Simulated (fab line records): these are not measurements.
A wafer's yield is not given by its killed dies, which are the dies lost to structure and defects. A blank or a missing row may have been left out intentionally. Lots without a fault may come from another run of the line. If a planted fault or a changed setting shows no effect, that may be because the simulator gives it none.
Comparing a struck lot with a sound one | flow sky130 | 15 out of 708 route steps
Sound: the wafers L919.2, L919.3, L919.4. Struck: wafers L931.3, L931.5. (L931.4 of the same lot was not struck and is left out.) The cause comes at the end.
Per side, at each step with rows, come the tool, then ch with its chambers, and then its first start. Under that, the readings that differ: sound wafers | struck wafers | difference of the means | sigmas: that difference in standard deviations of wafers without a fault.
alike: same words and numbers on both sides, and readings whose means sit less than 2 such deviations apart. not compared: any withheld reading, any reading some wafer has no value for, any bound like >300 that may hide the same value, and any number with overlapping values for which the record gives no deviation.
The two part at a step that has a row with sigmas, a row that says differs or no value, or rows on one side only. When numbers do not overlap yet have no deviation, they are printed without sigmas and do not part them. A reading missing from all wafers of one side parts the sides only when that side holds two or more wafers.

SKY_VIA2_STRIP_16: strips in O2/N2.
  sound on plasmaAsher-04 ch 0,1, day 37 03:21; struck on plasmaAsher-01 ch 0,1, day 40 19:17
  alike: drypumpMotorCurrentA, oesProductAu, stripTimeToEndpointS
  not compared: rfHoursCounterH
then, 5 steps without rows for these wafers: SKY_VIA2_STRIP_17 (strips in post etch residue remover, time 1200 s); SKY_VIA2_CLEAN_18 (cleans in IPA, time 180 s); SKY_VIA2_CLEAN_19 (cleans in O3/DIW); SKY_VIA2_SPUTTER_20 (material TiN, target thk 20 nm, time 80 s); SKY_VIA2_CVD_21 (deposits W, target thk 420 nm, time 126.4 s).
SKY_VIA2_RS_MEAS_22: a four-point-probe measurement.
  sound on filmMetro-04, day 37 04:09; struck on filmMetro-03, day 40 20:05
  alike: VIA2_W_RS
SKY_VIA2_THK_MEAS_23: measures by xrf.
  sound on filmMetro-04, day 37 04:16; struck on filmMetro-03, day 40 20:11
  alike: VIA2_W_THK
SKY_VIA2_CMP_24: polishes, stops on SiO2, t overpolish 20 s, target thk 0 nm.
  sound on cmp-02 ch 1,2,3, day 37 04:37; struck on cmp-01 ch 1, day 40 20:16
  alike: motorCurrentA, overpolishRunS, timeToEndpointS
SKY_METAL3_SPUTTER_00: material Ti, target thk 15 nm, time 10 s.
  sound on pvdSputter-03, day 37 04:55; struck on pvdSputter-04, day 40 20:31
  alike: throttleValvePct
then, 1 step without rows for these wafers: SKY_METAL3_SPUTTER_01 (material TiN, target thk 20 nm, time 16.7 s).
SKY_METAL3_SPUTTER_02: material AlCu, target thk 735 nm, time 39.1 s.
  sound on pvdSputter-03, day 37 04:58; struck on pvdSputter-04, day 40 20:34
  alike: throttleValvePct
SKY_METAL3_SPUTTER_03: material Ti, target thk 5 nm, time 3.3 s.
  sound on pvdSputter-03, day 37 05:00; struck on pvdSputter-04, day 40 20:36
reading                                  | sound            | struck     | difference | sigmas
model.Ti_of_METAL3_SPUTTER_03.thkNm (nm) | 4.84 4.829 4.849 | 6.35 6.354 | +1.51      | 
  alike: throttleValvePct
SKY_METAL3_SPUTTER_04: material TiN, target thk 70 nm, time 58.3 s.
  sound on pvdSputter-03, day 37 05:01; struck on pvdSputter-04, day 40 20:37
  alike: throttleValvePct
-- the record jumps here: 8 days lie between the struck wafers' starts before and after (it left off in module METAL3 and takes up again in module PAD_OPEN, whose first step shown is number 708 of the route) --
SKY_PAD_OPEN_PROBE_99:
  sound on prober-01, day 46 11:21; struck on prober-01, day 49 08:11
reading     | sound    | struck | difference | sigmas
killedShort | 34 28 30 | 42 43  | +12        | +2
  alike: defectLimitedYield, killed_at_M0_to_M3, killed_at_M4_up, killedAtContacts, killedAtFrontEnd, killedAtOther, killedDies, killedOpen, sort_bin_3_pad_short, sort_bin_5_function, sort_bin_6_memory, sortNPass, sortYieldPct

== WHERE THEY PART ==
At SKY_PAD_OPEN_PROBE_99 and nowhere else, as far as this record goes.

WHY: what had been put in by the simulator
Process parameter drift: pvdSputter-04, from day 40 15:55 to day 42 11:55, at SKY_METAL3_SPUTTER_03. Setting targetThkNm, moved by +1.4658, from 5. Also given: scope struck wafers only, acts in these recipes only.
